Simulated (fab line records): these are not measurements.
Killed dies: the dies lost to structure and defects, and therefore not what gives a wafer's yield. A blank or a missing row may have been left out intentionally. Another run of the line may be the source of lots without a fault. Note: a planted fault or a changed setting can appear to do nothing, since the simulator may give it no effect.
fab line records    flow gf180mcu
record: lots: 24  wafers: 72  last_day: 34
route steps=602 shown STI@31 CONTACT@310 V1@353 M2@362 M5@534 V5@554
lots with no fault: from the same line, run without faults
start_h: the number of hours between the record's first day and the start of the first shown wafer of the lot    wait_h: time in hours since the lot's previous step    " same as the row above    L1.1+2: one row covering several wafers at once    - value missing, or start not given    * or withheld: withheld    < > ~ a bound
route shown NAME@n: a module of which the file shows steps, and the number in the route of the first    usual: mean/standard deviation of fault-free wafers    same: alike in all rows    chamber/n: place in a boat    sites: each site's reading    _std_site: their standard deviation    _edge_site: the outer-site mean with the inner-site mean subtracted    radius_mm: how far each site lies from the wafer's centre    mask NAME#n: copy n    behind: the last tool/chamber to shape the wafer    hold: cause of the lot's hold/its duration in hours/its outcome    device: which transistor (n, p or np) failed to switch    end of line: the same wafers' tests at the end of the route    for a step that has no rows: nothing shown but its recipe    killed: not the wafer's yield, but the dies lost to structure and defects at the first sort    map: shows each die of a wafer: x if killed, . if not, _ if none is there
set.NAME: the setting that was run; set.NAME@STEP: the one run at that earlier step    model.NAME: the simulator's own value behind a step, which no gauge read
one table for each step of the route and one row for each wafer, over a sample of lots
services: when a tool's chamber went out of use (start_h, in hours from the record's first day, below 0 if earlier), for how many hours, and the reason
== steps ==
step: GF_STI_THK_MEAS_30
recipe: reads: SiO2_of_STI_OXIDATION_29
usual: STI_OXIDATION_02_THK: 9.96/0.19
lot.wafer  tool           chamber  start_h  wait_h  STI_OXIDATION_02_THK[nm]
L074.1     film_metro-03  -        29.89    0.0     9.75
L074.3     "              -        "        "       9.89
L074.6     "              -        "        "       9.79
L075.3     film_metro-02  -        35.61    0.0     10.10
L075.4     "              -        "        "       10.04
L075.6     "              -        "        "       10.11
L076.1     film_metro-02  -        40.97    0.0     9.87
L076.2     "              -        "        "       9.92
L076.4     "              -        "        "       9.90
L077.1     film_metro-02  -        45.70    0.0     10.06
L077.5     "              -        "        "       10.26
L077.6     "              -        "        "       10.06
L078.1     film_metro-02  -        51.08    0.0     10.02
L078.2     "              -        "        "       10.29
L078.4     "              -        "        "       10.07
L079.1     film_metro-03  -        56.25    0.0     10.02
L079.5     "              -        "        "       10.19
L079.6     "              -        "        "       10.12
L080.3     film_metro-01  -        60.48    0.0     10.37
L080.4     "              -        "        "       10.43
L080.5     "              -        "        "       10.32
L081.1     film_metro-02  -        66.93    0.0     10.14
L081.3     "              -        "        "       10.33
L081.5     "              -        "        "       10.31
L082.1     film_metro-01  -        72.99    0.0     9.74
L082.5     "              -        "        "       9.98
L082.6     "              -        "        "       9.95
L083.3     film_metro-02  -        76.84    0.0     9.71
L083.4     "              -        "        "       9.82
L083.6     "              -        "        "       9.86
L084.1     film_metro-02  -        82.52    0.0     9.97
L084.5     "              -        "        "       10.05
L084.6     "              -        "        "       9.87
L085.2     film_metro-02  -        86.59    0.0     10.01
L085.4     "              -        "        "       9.97
L085.5     "              -        "        "       10.00
L086.1     film_metro-03  -        91.49    0.0     9.64
L086.2     "              -        "        "       9.66
L086.5     "              -        "        "       9.73
L087.1     film_metro-02  -        96.43    0.0     9.91
L087.3     "              -        "        "       9.83
L087.5     "              -        "        "       9.98
L088.1     film_metro-02  -        105.57   0.0     9.97
L088.5     "              -        "        "       10.05
L088.6     "              -        "        "       10.03
L089.4     film_metro-01  -        109.31   0.0     9.79
L089.5     "              -        "        "       9.78
L089.6     "              -        "        "       9.77
L090.3     film_metro-01  -        113.21   0.0     9.89
L090.4     "              -        "        "       9.88
L090.6     "              -        "        "       9.84
L091.1     film_metro-01  -        119.55   0.0     9.77
L091.3     "              -        "        "       9.81
L091.5     "              -        "        "       9.85
L092.1     film_metro-01  -        125.51   0.0     9.98
L092.3     "              -        "        "       9.76
L092.5     "              -        "        "       9.94
L093.2     film_metro-02  -        129.84   0.0     10.06
L093.3     "              -        "        "       10.32
L093.5     "              -        "        "       10.04
L094.2     film_metro-03  -        134.35   0.0     9.77
L094.4     "              -        "        "       9.91
L094.5     "              -        "        "       9.70
L095.1     film_metro-02  -        139.56   0.0     9.85
L095.2     "              -        "        "       9.79
L095.3     "              -        "        "       9.85
L096.3     film_metro-03  -        143.63   0.0     10.02
L096.4     "              -        "        "       10.15
L096.5     "              -        "        "       10.03
L097.2     film_metro-02  -        148.24   0.0     9.72
L097.3     "              -        "        "       9.94
L097.4     "              -        "        "       9.85
step: GF_CONTACT_SPUTTER_23
recipe: material: TiN  target_thk_nm: 10  chamber_pressure_pa: 5  power_w: 4000  time_s: 40
usual: chamber_pressure_pa: 4.999/0.01  throttle_valve_pct: 30.2/0.64
lot.wafer  tool            chamber  start_h  wait_h  chamber_pressure_pa  throttle_valve_pct
L074.1     pvd_sputter-01  -        364.47   0.0     4.996                30.1
L074.3     "               -        "        "       4.996                31.0
L074.6     "               -        "        "       5.000                30.2
L075.3     pvd_sputter-01  -        371.93   0.0     5.011                30.0
L075.4     "               -        "        "       5.007                31.3
L075.6     "               -        "        "       4.996                30.3
L076.1     pvd_sputter-04  -        381.45   0.0     4.980                31.0
L076.2     "               -        "        "       5.007                29.7
L076.4     "               -        "        "       4.999                29.9
L077.1     pvd_sputter-03  -        387.06   0.0     5.017                29.1
L077.5     "               -        "        "       4.995                29.7
L077.6     "               -        "        "       5.002                31.3
L078.1     pvd_sputter-03  -        403.90   0.0     5.003                29.1
L078.2     "               -        "        "       5.009                31.1
L078.4     "               -        "        "       4.997                29.6
L079.1     pvd_sputter-04  -        404.09   0.0     4.996                30.3
L079.5     "               -        "        "       5.007                29.6
L079.6     "               -        "        "       4.997                30.5
L080.3     pvd_sputter-04  -        416.33   0.0     4.988                30.0
L080.4     "               -        "        "       5.018                31.2
L080.5     "               -        "        "       4.996                29.7
L081.1     pvd_sputter-04  -        426.32   0.0     4.987                31.1
L081.3     "               -        "        "       5.012                29.8
L081.5     "               -        "        "       5.000                30.4
L082.1     pvd_sputter-01  -        433.23   0.0     5.005                31.2
L082.5     "               -        "        "       4.990                30.3
L082.6     "               -        "        "       5.005                30.2
L083.3     pvd_sputter-01  -        442.73   0.0     5.002                31.4
L083.4     "               -        "        "       4.994                30.1
L083.6     "               -        "        "       5.024                31.1
L084.1     pvd_sputter-04  -        448.99   0.0     4.998                29.5
L084.5     "               -        "        "       5.012                30.3
L084.6     "               -        "        "       4.977                30.9
L085.2     pvd_sputter-03  -        458.70   0.0     5.002                29.6
L085.4     "               -        "        "       5.009                29.7
L085.5     "               -        "        "       4.991                29.7
L086.1     pvd_sputter-01  -        469.94   0.0     4.991                29.8
L086.2     "               -        "        "       5.000                31.2
L086.5     "               -        "        "       4.991                30.5
L087.1     pvd_sputter-01  -        476.32   0.0     4.999                29.9
L087.3     "               -        "        "       4.983                30.2
L087.5     "               -        "        "       5.007                31.3
L088.1     pvd_sputter-04  -        485.46   0.0     5.009                30.9
L088.5     "               -        "        "       4.991                31.1
L088.6     "               -        "        "       4.987                29.5
L089.4     pvd_sputter-03  -        509.18   0.0     5.007                29.5
L089.5     "               -        "        "       5.006                29.7
L089.6     "               -        "        "       5.002                31.2
L090.3     pvd_sputter-04  -        510.92   0.0     5.009                31.0
L090.4     "               -        "        "       4.996                29.5
L090.6     "               -        "        "       5.016                29.6
L091.1     pvd_sputter-04  -        525.75   0.0     5.005                30.4
L091.3     "               -        "        "       5.014                29.9
L091.5     "               -        "        "       4.996                29.5
L092.1     pvd_sputter-01  -        527.53   0.0     4.995                29.9
L092.3     "               -        "        "       5.000                30.3
L092.5     "               -        "        "       4.981                29.7
L093.2     pvd_sputter-03  -        542.79   0.0     5.006                29.5
L093.3     "               -        "        "       4.992                31.2
L093.5     "               -        "        "       5.021                29.4
L094.2     pvd_sputter-03  -        544.19   0.0     4.988                31.4
L094.4     "               -        "        "       4.984                29.2
L094.5     "               -        "        "       5.012                31.2
L095.1     pvd_sputter-03  -        553.27   0.0     4.996                31.2
L095.2     "               -        "        "       5.012                29.9
L095.3     "               -        "        "       5.008                28.9
L096.3     pvd_sputter-01  -        554.64   0.0     5.018                31.5
L096.4     "               -        "        "       4.990                29.6
L096.5     "               -        "        "       5.001                30.2
L097.2     pvd_sputter-01  -        567.43   0.0     4.999                30.4
L097.3     "               -        "        "       4.992                30.2
L097.4     "               -        "        "       4.995                29.7
step: GF_V1_STRIP_18
recipe: chemistry: O2/N2  power_w: 1400  pressure_mtorr: 1500  platen_temp_c: 250  o2_flow_sccm: 3000  n2_flow_sccm: 300  overash_fraction: 0.5
usual: drypump_motor_current_A: 6.0/0.32  heater_power_w: 339/28  oes_product_au: 0.592/0.0049  platen_temp_c: 249.99/0.18
lot.wafer  tool             chamber  start_h  wait_h  drypump_motor_current_A  heater_power_w  oes_product_au  platen_temp_c  rf_hours_counter_h
L074.1     plasma_asher-01  1        411.47   -       5.4                      373             0.601           250.02         74
L074.3     "                1        "        "       5.4                      359             0.582           249.62         -
L074.6     "                1        "        "       5.4                      360             0.594           249.92         -
L075.3     plasma_asher-01  1        419.54   -       5.4                      373             0.590           249.99         -
L075.4     "                0        "        "       5.9                      298             0.593           250.30         -
L075.6     "                0        "        "       5.9                      294             0.590           250.10         -
L076.1     plasma_asher-02  0        429.80   -       6.2                      338             0.594           250.13         63
L076.2     "                1        "        "       6.1                      330             0.592           250.04         63
L076.4     "                0        "        "       6.2                      346             0.595           250.17         -
L077.1     plasma_asher-02  1        435.33   -       6.2                      320             0.586           249.84         64
L077.5     "                0        "        "       6.3                      328             0.590           250.05         -
L077.6     "                1        "        "       6.2                      326             0.595           249.62         -
L078.1     plasma_asher-01  0        454.50   -       5.8                      292             0.590           250.02         79
L078.2     "                1        "        "       5.4                      367             0.596           249.80         79
L078.4     "                0        "        "       5.8                      289             0.595           250.07         -
L079.1     plasma_asher-02  1        454.67   -       6.1                      316             0.595           249.65         66
L079.5     "                1        "        "       6.2                      321             0.588           249.79         -
L079.6     "                0        "        "       6.2                      338             0.596           249.99         -
L080.3     plasma_asher-01  0        466.64   -       5.8                      295             0.591           249.87         -
L080.4     "                1        "        "       5.4                      364             0.599           250.21         -
L080.5     "                1        "        "       5.4                      373             0.583           249.95         -
L081.1     plasma_asher-03  1        476.95   -       6.4                      384             0.593           250.01         39
L081.3     "                1        "        "       6.4                      388             0.592           249.69         -
L081.5     "                0        "        "       5.7                      337             0.590           249.69         -
L082.1     plasma_asher-02  0        484.00   -       6.3                      350             0.589           250.04         69
L082.5     "                0        "        "       6.3                      333             0.590           250.07         -
L082.6     "                1        "        "       6.2                      327             0.582           249.83         -
L083.3     plasma_asher-02  1        492.26   -       6.1                      332             0.593           250.05         -
L083.4     "                0        "        "       6.2                      341             0.583           249.86         -
L083.6     "                0        "        "       6.3                      344             0.588           249.95         -
L084.1     plasma_asher-03  0        499.37   -       5.7                      337             0.591           250.02         41
L084.5     "                0        "        "       5.7                      334             0.580           250.14         -
L084.6     "                1        "        "       6.4                      386             0.596           250.10         -
L085.2     plasma_asher-02  0        508.15   -       6.2                      345             0.589           250.17         71
L085.4     "                0        "        "       6.3                      338             0.599           249.67         -
L085.5     "                0        "        "       6.3                      342             0.596           249.71         -
L086.1     plasma_asher-02  0        519.67   -       6.2                      341             0.600           250.19         73
L086.2     "                1        "        "       6.1                      333             0.596           250.31         73
L086.5     "                1        "        "       6.1                      329             0.597           249.94         -
L087.1     plasma_asher-02  0        526.95   -       6.2                      343             0.585           250.17         74
L087.3     "                1        "        "       6.2                      330             0.593           249.65         -
L087.5     "                0        "        "       6.2                      342             0.589           250.06         -
L088.1     plasma_asher-01  1        534.67   -       5.4                      365             0.587           249.97         87
L088.5     "                0        "        "       5.9                      296             0.594           250.07         -
L088.6     "                1        "        "       5.4                      377             0.595           249.97         -
L089.4     plasma_asher-01  0        557.56   -       5.9                      293             0.592           250.00         -
L089.5     "                1        "        "       5.4                      366             0.586           250.15         -
L089.6     "                0        "        "       5.8                      289             0.594           250.21         -
L090.3     plasma_asher-03  0        558.85   -       5.8                      334             0.594           249.57         -
L090.4     "                1        "        "       6.4                      386             0.587           250.29         -
L090.6     "                1        "        "       6.4                      387             0.585           250.24         -
L091.1     plasma_asher-02  0        573.95   -       6.2                      347             0.587           250.07         78
L091.3     "                1        "        "       6.1                      315             0.596           250.18         -
L091.5     "                0        "        "       6.2                      347             0.592           250.01         -
L092.1     plasma_asher-03  1        574.12   -       6.4                      383             0.584           250.11         48
L092.3     "                1        "        "       6.3                      378             0.589           250.07         -
L092.5     "                0        "        "       5.7                      329             0.590           249.90         -
L093.2     plasma_asher-01  0        588.92   -       5.9                      297             0.595           249.95         93
L093.3     "                0        "        "       5.8                      299             0.591           249.80         -
L093.5     "                1        "        "       5.4                      380             0.591           250.07         -
L094.2     plasma_asher-03  1        590.47   -       6.3                      380             0.597           249.75         50
L094.4     "                1        "        "       6.3                      388             0.593           249.96         -
L094.5     "                1        "        "       6.3                      391             0.583           249.95         -
L095.1     plasma_asher-01  0        598.05   -       5.8                      297             0.588           250.18         94
L095.2     "                1        "        "       5.4                      370             0.602           249.69         94
L095.3     "                0        "        "       5.8                      301             0.592           249.97         -
L096.3     plasma_asher-03  0        600.89   -       5.8                      334             0.582           249.99         -
L096.4     "                1        "        "       6.3                      385             0.598           249.74         -
L096.5     "                0        "        "       5.8                      333             0.586           250.16         -
L097.2     plasma_asher-02  0        612.70   -       6.3                      346             0.592           249.96         82
L097.3     "                1        "        "       6.2                      323             0.589           249.72         -
L097.4     "                0        "        "       6.2                      337             0.594           250.07         -
step: GF_M2_SPUTTER_00
recipe: material: Ti  target_thk_nm: 37.5  arriving_ion_energy_ev: 80  substrate_temp_c: 200  chamber_pressure_pa: 2  power_w: 4000  time_s: 150
usual: chamber_pressure_pa: 2.000/0.004  throttle_valve_pct: 29.9/1.1
lot.wafer  tool            chamber  start_h  wait_h  chamber_pressure_pa  throttle_valve_pct
L074.1     pvd_sputter-03  -        412.69   0.2     1.996                29.7
L074.3     "               -        "        "       1.996                29.8
L074.6     "               -        "        "       2.008                31.4
L075.3     pvd_sputter-03  -        420.73   0.1     1.991                29.8
L075.4     "               -        "        "       1.997                29.3
L075.6     "               -        "        "       1.994                29.7
L076.1     pvd_sputter-02  -        431.03   0.2     1.992                30.1
L076.2     "               -        "        "       1.999                30.1
L076.4     "               -        "        "       2.001                31.6
L077.1     pvd_sputter-02  -        436.68   0.1     2.005                30.3
L077.5     "               -        "        "       2.002                31.9
L077.6     "               -        "        "       1.995                29.7
L078.1     pvd_sputter-04  -        455.73   0.1     1.998                30.3
L078.2     "               -        "        "       2.004                31.0
L078.4     "               -        "        "       1.994                29.7
L079.1     pvd_sputter-02  -        455.89   0.1     1.999                30.4
L079.5     "               -        "        "       2.001                30.4
L079.6     "               -        "        "       2.002                27.4
L080.3     pvd_sputter-03  -        467.85   0.1     2.010                31.2
L080.4     "               -        "        "       1.993                29.4
L080.5     "               -        "        "       1.994                29.8
L081.1     pvd_sputter-04  -        478.27   0.2     1.995                29.4
L081.3     "               -        "        "       2.000                29.6
L081.5     "               -        "        "       1.995                29.3
L082.1     pvd_sputter-02  -        485.69   0.1     1.999                27.2
L082.5     "               -        "        "       2.001                31.7
L082.6     "               -        "        "       1.992                29.8
L083.3     pvd_sputter-02  -        493.66   0.2     1.995                31.9
L083.4     "               -        "        "       2.004                29.6
L083.6     "               -        "        "       2.001                31.5
L084.1     pvd_sputter-04  -        500.60   0.2     2.003                30.4
L084.5     "               -        "        "       2.002                29.4
L084.6     "               -        "        "       1.996                31.0
L085.2     pvd_sputter-03  -        509.38   0.1     2.000                31.4
L085.4     "               -        "        "       1.997                29.2
L085.5     "               -        "        "       1.999                29.3
L086.1     pvd_sputter-04  -        520.92   0.1     2.001                29.9
L086.2     "               -        "        "       2.004                30.9
L086.5     "               -        "        "       2.002                30.3
L087.1     pvd_sputter-04  -        528.18   0.2     1.996                30.2
L087.3     "               -        "        "       2.002                29.8
L087.5     "               -        "        "       1.996                30.3
L088.1     pvd_sputter-03  -        535.89   0.2     1.997                29.5
L088.5     "               -        "        "       1.999                29.2
L088.6     "               -        "        "       1.998                29.6
L089.4     pvd_sputter-04  -        558.75   0.2     2.000                29.7
L089.5     "               -        "        "       2.003                29.6
L089.6     "               -        "        "       2.001                29.5
L090.3     pvd_sputter-04  -        560.04   0.2     2.000                29.6
L090.4     "               -        "        "       2.001                29.8
L090.6     "               -        "        "       2.002                29.9
L091.1     pvd_sputter-03  -        575.18   0.1     2.003                29.3
L091.3     "               -        "        "       2.004                29.9
L091.5     "               -        "        "       2.001                29.7
L092.1     pvd_sputter-03  -        575.78   0.1     2.002                29.4
L092.3     "               -        "        "       1.994                29.8
L092.5     "               -        "        "       1.997                29.8
L093.2     pvd_sputter-02  -        590.14   0.2     1.999                30.1
L093.3     "               -        "        "       1.994                27.0
L093.5     "               -        "        "       1.995                27.4
L094.2     pvd_sputter-02  -        591.69   0.2     2.005                29.9
L094.4     "               -        "        "       2.001                30.2
L094.5     "               -        "        "       1.992                27.2
L095.1     pvd_sputter-03  -        599.31   0.1     2.000                30.0
L095.2     "               -        "        "       1.997                31.1
L095.3     "               -        "        "       2.003                29.6
L096.3     pvd_sputter-04  -        602.12   0.2     2.005                29.7
L096.4     "               -        "        "       2.001                29.4
L096.5     "               -        "        "       2.000                30.2
L097.2     pvd_sputter-03  -        613.93   0.2     1.994                31.7
L097.3     "               -        "        "       1.998                29.2
L097.4     "               -        "        "       2.002                29.8
step: GF_M5_OVL_MEAS_08
usual: M5_OVL: 0/4.7
lot.wafer  tool        chamber  start_h  wait_h  M5_OVL[nm]
L074.1     overlay-01  -        607.30   0.1     2
L074.3     "           -        "        "       0
L074.6     "           -        "        "       2
L075.3     overlay-02  -        613.86   0.1     -5
L075.4     "           -        "        "       -4
L075.6     "           -        "        "       2
L076.1     overlay-01  -        622.76   0.1     10
L076.2     "           -        "        "       9
L076.4     "           -        "        "       8
L077.1     overlay-02  -        626.60   0.1     -8
L077.5     "           -        "        "       1
L077.6     "           -        "        "       -1
L078.1     overlay-01  -        642.81   0.1     -1
L078.2     "           -        "        "       -5
L078.4     "           -        "        "       -6
L079.1     overlay-01  -        643.50   0.1     12
L079.5     "           -        "        "       7
L079.6     "           -        "        "       4
L080.3     overlay-02  -        650.92   0.1     6
L080.4     "           -        "        "       2
L080.5     "           -        "        "       7
L081.1     overlay-01  -        664.55   0.1     -1
L081.3     "           -        "        "       5
L081.5     "           -        "        "       5
L082.1     overlay-02  -        667.34   0.1     -6
L082.5     "           -        "        "       -1
L082.6     "           -        "        "       0
L083.3     overlay-02  -        673.01   0.1     -2
L083.4     "           -        "        "       11
L083.6     "           -        "        "       5
L084.1     overlay-02  -        680.68   0.1     -4
L084.5     "           -        "        "       -4
L084.6     "           -        "        "       -3
L085.2     overlay-01  -        688.08   0.1     7
L085.4     "           -        "        "       2
L085.5     "           -        "        "       0
L086.1     overlay-02  -        700.85   0.1     -1
L086.2     "           -        "        "       -2
L086.5     "           -        "        "       0
L087.1     overlay-01  -        701.50   0.1     3
L087.3     "           -        "        "       3
L087.5     "           -        "        "       7
L088.1     overlay-02  -        706.60   0.1     -4
L088.5     "           -        "        "       -6
L088.6     "           -        "        "       -3
L089.4     overlay-02  -        727.85   0.1     -4
L089.5     "           -        "        "       -3
L089.6     "           -        "        "       -6
L090.3     overlay-01  -        729.52   0.1     0
L090.4     "           -        "        "       6
L090.6     "           -        "        "       7
L091.1     overlay-02  -        739.90   0.1     0
L091.3     "           -        "        "       -8
L091.5     "           -        "        "       -3
L092.1     overlay-02  -        742.74   0.1     2
L092.3     "           -        "        "       -1
L092.5     "           -        "        "       -2
L093.2     overlay-01  -        751.35   0.1     3
L093.3     "           -        "        "       2
L093.5     "           -        "        "       3
L094.2     overlay-02  -        752.52   0.1     9
L094.4     "           -        "        "       11
L094.5     "           -        "        "       1
L095.1     overlay-02  -        759.36   0.1     -2
L095.2     "           -        "        "       1
L095.3     "           -        "        "       -4
L096.3     overlay-01  -        762.35   0.1     -2
L096.4     "           -        "        "       -1
L096.5     "           -        "        "       -3
L097.2     overlay-01  -        769.37   0.1     -7
L097.3     "           -        "        "       -2
L097.4     "           -        "        "       -4
step: GF_V5_CD_MEAS_14
recipe: target_cd_nm: 260
usual: cd_nm: 259.6/1.5
lot.wafer  tool       chamber  start_h  wait_h  cd_nm
L074.1     cd_sem-02  -        629.24   0.1     259.0
L074.3     "          -        "        "       258.4
L074.6     "          -        "        "       259.6
L075.3     cd_sem-02  -        635.62   0.1     257.2
L075.4     "          -        "        "       258.0
L075.6     "          -        "        "       258.3
L076.1     cd_sem-01  -        644.09   0.1     259.2
L076.2     "          -        "        "       259.2
L076.4     "          -        "        "       257.5
L077.1     cd_sem-01  -        647.72   0.2     261.7
L077.5     "          -        "        "       260.9
L077.6     "          -        "        "       261.5
L078.1     cd_sem-01  -        663.52   0.2     258.9
L078.2     "          -        "        "       258.2
L078.4     "          -        "        "       257.7
L079.1     cd_sem-02  -        664.70   0.1     259.1
L079.5     "          -        "        "       259.0
L079.6     "          -        "        "       259.7
L080.3     cd_sem-01  -        671.67   0.1     259.0
L080.4     "          -        "        "       259.9
L080.5     "          -        "        "       261.3
L081.1     cd_sem-01  -        685.19   0.1     262.8
L081.3     "          -        "        "       260.3
L081.5     "          -        "        "       261.7
L082.1     cd_sem-01  -        688.20   0.1     262.1
L082.5     "          -        "        "       262.4
L082.6     "          -        "        "       261.3
L083.3     cd_sem-02  -        693.54   0.1     261.5
L083.4     "          -        "        "       260.7
L083.6     "          -        "        "       259.5
L084.1     cd_sem-01  -        700.10   0.1     259.3
L084.5     "          -        "        "       260.4
L084.6     "          -        "        "       260.1
L085.2     cd_sem-01  -        708.20   0.1     260.9
L085.4     "          -        "        "       259.6
L085.5     "          -        "        "       260.2
L086.1     cd_sem-01  -        721.65   0.1     258.3
L086.2     "          -        "        "       258.1
L086.5     "          -        "        "       258.3
L087.1     cd_sem-02  -        721.78   0.1     258.3
L087.3     "          -        "        "       257.3
L087.5     "          -        "        "       257.1
L088.1     cd_sem-01  -        725.98   0.1     263.4
L088.5     "          -        "        "       263.1
L088.6     "          -        "        "       263.1
L089.4     cd_sem-01  -        746.25   0.1     258.2
L089.5     "          -        "        "       258.6
L089.6     "          -        "        "       259.3
L090.3     cd_sem-02  -        748.08   0.1     258.5
L090.4     "          -        "        "       259.0
L090.6     "          -        "        "       258.2
L091.1     cd_sem-01  -        757.94   0.1     260.9
L091.3     "          -        "        "       261.7
L091.5     "          -        "        "       260.5
L092.1     cd_sem-02  -        760.30   0.1     258.0
L092.3     "          -        "        "       257.3
L092.5     "          -        "        "       258.2
L093.2     cd_sem-02  -        768.42   0.1     259.0
L093.3     "          -        "        "       258.3
L093.5     "          -        "        "       259.4
L094.2     cd_sem-01  -        770.21   0.1     260.7
L094.4     "          -        "        "       258.9
L094.5     "          -        "        "       259.8
L095.1     cd_sem-02  -        776.45   0.1     259.5
L095.2     "          -        "        "       257.8
L095.3     "          -        "        "       259.0
L096.3     cd_sem-02  -        779.23   0.1     258.3
L096.4     "          -        "        "       259.4
L096.5     "          -        "        "       259.8
L097.2     cd_sem-02  -        786.35   0.1     259.4
L097.3     "          -        "        "       259.3
L097.4     "          -        "        "       259.8
== services ==
tool             chamber  start_h  hours  kind
pvd_sputter-04   -        341.17   0.6    repair
pvd_sputter-04   1        342.25   -      consumable_replace:kit
pvd_sputter-04   1        342.25   18.0   scheduled_down
pvd_sputter-04   1        342.25   18.0   vent_cycle
plasma_asher-02  -        354.12   2.8    pm
pvd_sputter-03   -        373.99   1.5    repair
plasma_asher-03  -        391.87   0.7    repair
plasma_asher-01  -        402.60   7.5    repair
pvd_sputter-03   0        428.12   -      consumable_replace:kit
pvd_sputter-03   0        428.12   18.0   scheduled_down
pvd_sputter-03   0        428.12   18.0   vent_cycle
pvd_sputter-04   -        482.86   1.4    repair
plasma_asher-02  -        498.68   1.3    repair
pvd_sputter-04   -        507.40   3.2    repair
plasma_asher-03  -        515.50   14.6   pm
pvd_sputter-02   1        518.32   -      consumable_replace:kit
pvd_sputter-02   1        518.32   18.0   scheduled_down
pvd_sputter-04   -        530.37   3.4    repair
pvd_sputter-02   -        553.83   7.9    repair
pvd_sputter-02   -        555.99   1.7    repair
pvd_sputter-01   -        571.19   80.4   repair
plasma_asher-03  -        592.35   1.5    repair
pvd_sputter-03   -        600.12   2.1    repair
plasma_asher-01  -        609.12   2.8    pm
== key ==
fault none
